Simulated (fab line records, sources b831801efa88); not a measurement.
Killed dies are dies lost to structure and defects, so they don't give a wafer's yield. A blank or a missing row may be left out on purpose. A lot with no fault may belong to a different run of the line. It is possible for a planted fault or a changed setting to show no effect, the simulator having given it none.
Which tool did it? | flow sky130 | at 1 step of a route of 708, 12 lots with 36 wafers sampled

WHAT EACH GAUGE READ, for each wafer
SKY_VIA1_THK_MEAS_23: measures by xrf.
lot  | measured     | on            | VIA1_W_THK (nm)
L558 | day 33 10:17 | film_metro-03 | 268 270 271
L560 | day 33 20:48 | film_metro-03 | 274 276 275
L561 | day 34 17:13 | film_metro-03 | 274 269 275
L565 | day 36 03:40 | film_metro-01 | 273 271 270
L571 | day 37 21:28 | film_metro-01 | 271 271 275
L574 | day 39 16:22 | film_metro-04 | 281 279 276
L576 | day 40 03:17 | film_metro-04 | 275 272 275
L577 | day 40 07:44 | film_metro-03 | 271 272 273
L579 | day 40 22:11 | film_metro-04 | 272 275 275
L578 | day 40 22:28 | film_metro-03 | 277 279 279
L580 | day 40 23:26 | film_metro-03 | 276 274 277
L581 | day 42 12:26 | film_metro-01 | 265 267 272

TOOL THAT RAN EACH LOT (tool first, then ch and the chambers of the sampled wafers, then the start)
No process step before these readings appears in the record.

WHAT THE TOOLS THEMSELVES READ (means of the sampled wafers that have a number; where no wafer has one, the mark that the record gives instead)
The record holds no such reading with a usual standard deviation.

THE ANSWER, worked out from the rows above alone
Rule: usual is defined by the lots themselves. Put in order of their means at a reading, lots are off if they are a third of the lots or fewer, leave a main group of 4 or more, and stand apart from it by a gap of 3 or more times the standard deviation of the main group's means; of several such gaps the widest counts. The tables above print the reading to a certain number of digits; a main group whose means all agree to those digits is not used. Also off: a lot with no number at a reading for which 4 or more lots have one. Where the step has rows for the other lots, those lots are counted as sound. Order of review: gauges by route order, followed by the tools' own readings, for which a lot's mean as printed above is used. The first step at which some lot is off is used, and at that step the reading that is off furthest; a lot without a number counts as furthest.
Across all readings shown, no lot is off: no conclusion can be drawn from this.

WHAT THE SIMULATOR PUT IN
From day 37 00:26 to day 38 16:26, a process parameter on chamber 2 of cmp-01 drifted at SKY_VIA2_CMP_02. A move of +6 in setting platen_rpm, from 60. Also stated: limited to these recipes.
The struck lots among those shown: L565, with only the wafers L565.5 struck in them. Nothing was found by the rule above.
